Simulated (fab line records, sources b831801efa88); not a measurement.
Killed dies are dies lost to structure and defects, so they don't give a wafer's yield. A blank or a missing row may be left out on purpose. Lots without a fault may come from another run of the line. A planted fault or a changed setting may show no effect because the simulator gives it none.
A struck lot beside a sound one | flow sky130 | 15 steps out of a route of 708
Sound: wafers L345.1, L345.2, L345.6. Struck: wafers L353.2, L353.5, L353.6. The cause comes at the end.
At each step with rows: each side's tool, then ch and its chambers, then its first start. Under that, the readings that differ: sound wafers | struck wafers | difference of the means | sigmas: that difference in standard deviations of wafers without a fault.
alike: readings whose means differ by less than 2 such deviations, and words and numbers that are the same on both sides. not compared: withheld readings, readings that some wafer has no value for, bounds like >300 that may hide the same value, and numbers for which the record gives no deviation and whose values overlap.
The two part at a step that has a row with sigmas, a row that says differs or no value, or rows on one side only. Numbers that don't overlap but have no deviation are shown without sigmas and don't part them. A reading that every wafer of one side lacks parts them only if that side has two wafers or more.

first, 4 steps without rows for these wafers: SKY_LDD_LDN_SOFTBAKE_03 (time 60 s); SKY_LDD_LDN_EXPOSE_04 (exposes mask LDNTM, target cd 700 nm); SKY_LDD_LDN_PEB_05; SKY_LDD_LDN_DEVELOP_06 (develop time 60 s).
SKY_LDD_LDN_OVL_MEAS_07:
  sound on overlay-01, day 24 13:35; struck on overlay-01, day 27 06:25
  alike: LDD_LDN_OVL
then, 4 steps without rows for these wafers: SKY_LDD_LDN_IMPLANT_08; SKY_LDD_LDN_IMPLANT_09; SKY_LDD_LDN_IMPLANT_10; SKY_LDD_LDN_IMPLANT_11.
SKY_LDD_LDN_STRIP_12: strips in O2/N2.
  sound on plasma_asher-04 ch 0,1, day 24 14:13; struck on plasma_asher-03 ch 0,1, day 27 07:02
  alike: drypump_motor_current_A, oes_product_au, strip_time_to_endpoint_s
  not compared: rf_hours_counter_h
SKY_LDD_LDN_TW_MEAS_13:
  sound on film_metro-01, day 24 14:19; struck on film_metro-01, day 27 07:09
  alike: LDD_LDN_TW
then, 1 step without rows for these wafers: SKY_LDD_LDN_CLEAN_14 (cleans in SC1/SC2, time 150 s).
SKY_SPACER_CVD_00: deposits Si3N4 from DCS/NH3, target thk 43.1 nm, time 740 s.
  sound on lpcvd-02 ch 0, day 24 14:26; struck on lpcvd-02 ch 0, day 27 07:16
  reading                   | sound             | struck            | difference | sigmas
  spike_tc_centre_C (C)     | 773.7 771.3 771.8 | 765.1 765.2 766.1 | -6.8       | -6
  spike_tc_lower_C (C)      | 768.4 768.7 768.8 | 815.6 812.4 812.9 | +45.0      | +32
  zone_power_bottom_pct (%) | 19.9 20.1 19.9    | 14.9 15.0 14.7    | -5.1       | -7
  zone_power_centre_pct (%) | 14.3 14.3 14.6    | 8.2 8.2 8.1       | -6.2       | -19
  zone_power_lower_pct (%)  | 14.1 14.1 14.0    | 28.0 27.9 27.4    | +13.7      | +24
  alike: spike_tc_bottom_C, spike_tc_upper_C, susceptor_temp_C
SKY_SPACER_THK_MEAS_01:
  sound on film_metro-01, day 24 15:38; struck on film_metro-02, day 27 08:28
  alike: SPACER_CVD_00_THK
-- the record jumps here: 21 days lie between the struck wafers' starts before and after (it left off in module SPACER and takes up again in module PAD_OPEN, whose first step shown is number 708 of the route) --
SKY_PAD_OPEN_PROBE_99:
  sound on prober-02, day 46 22:30; struck on prober-02, day 48 18:49
  alike: killed_at_M0_to_M3, killed_at_M4_up, killed_at_contacts, killed_at_front_end, killed_at_other, killed_dies, killed_open, killed_short

WHERE THEY PART
Only at SKY_SPACER_CVD_00, within this record. Later steps at which nothing parts them and some readings are alike: SKY_SPACER_THK_MEAS_01, SKY_PAD_OPEN_PROBE_99.

WHY: what the simulator had put in
Process parameter drift: lpcvd-02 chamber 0, from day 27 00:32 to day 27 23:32, at SKY_SPACER_CVD_00. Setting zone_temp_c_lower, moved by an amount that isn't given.
